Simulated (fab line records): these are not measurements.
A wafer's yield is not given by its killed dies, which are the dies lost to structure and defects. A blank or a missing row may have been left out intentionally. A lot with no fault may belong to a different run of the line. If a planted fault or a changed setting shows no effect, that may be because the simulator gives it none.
Chamber matching + flow sky130 + SKY_VIA2_CMP_02 on cmp-01 has 4 sister chambers
The step polishes SiO2. 8 wafers are shown with their chamber, then 7 later ones without.

WAFERS, EACH WITH ITS CHAMBER
| wafer  | chamber | motor current A (A) | head pressure psi (psi) |
|--------|---------|---------------------|-------------------------|
| L992.3 | 0       | 13.7                | 4.028                   |
| L102.5 | 0       | 12.9                | 3.985                   |
| L103.3 | 2       | 12.8                | 4.011                   |
| L103.6 | 3       | 11.2                | 3.987                   |
| L107.4 | 3       | 11.0                | 3.992                   |
| L107.5 | 1       | 13.5                | 4.006                   |
| L108.2 | 2       | 12.4                | 4.011                   |
| L108.4 | 1       | 14.6                | 3.981                   |

WAFERS WITHOUT THEIR CHAMBER
| wafer  | motor current A (A) | head pressure psi (psi) |
|--------|---------------------|-------------------------|
| L108.6 | 13.8                | 3.994                   |
| L109.3 | 10.8                | 4.003                   |
| L109.5 | 12.6                | 4.011                   |
| L109.6 | 11.1                | 3.995                   |
| L113.1 | 13.6                | 4.014                   |
| L113.2 | 13.9                | 4.003                   |
| L113.6 | 13.6                | 4.010                   |

WHICH CHAMBER EACH WENT THROUGH
| wafer  | from the rows above          | in truth |
|--------|------------------------------|----------|
| L108.6 | can't be placed: 1 or 0      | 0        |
| L109.3 | 3                            | 3        |
| L109.5 | can't be placed: 2 or 0      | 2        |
| L109.6 | 3                            | 3        |
| L113.1 | can't be placed: 0 or 1 or 2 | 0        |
| L113.2 | can't be placed: 1 or 0 or 2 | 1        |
| L113.6 | can't be placed: 0 or 1 or 2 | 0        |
2 of 7 placed correctly. Cannot be placed on the basis of these rows: 5; the candidates contain the true chamber in 5. Placed wrongly: 0.
How it was worked out, from the rows above alone: a wafer's distance from a chamber is the root of the sum, over the readings, of the square of ((its reading less the chamber's mean) divided by the reading's scatter). If the next closest chamber is less than 2 further off than the closest, the wafer can't be placed; otherwise it belongs to the closest. A chamber's mean is the mean of its shown wafers. The scatter is the square root of a quotient: the sum, over the shown wafers, of each reading's squared deviation from its chamber's mean, divided by wafers minus chambers.
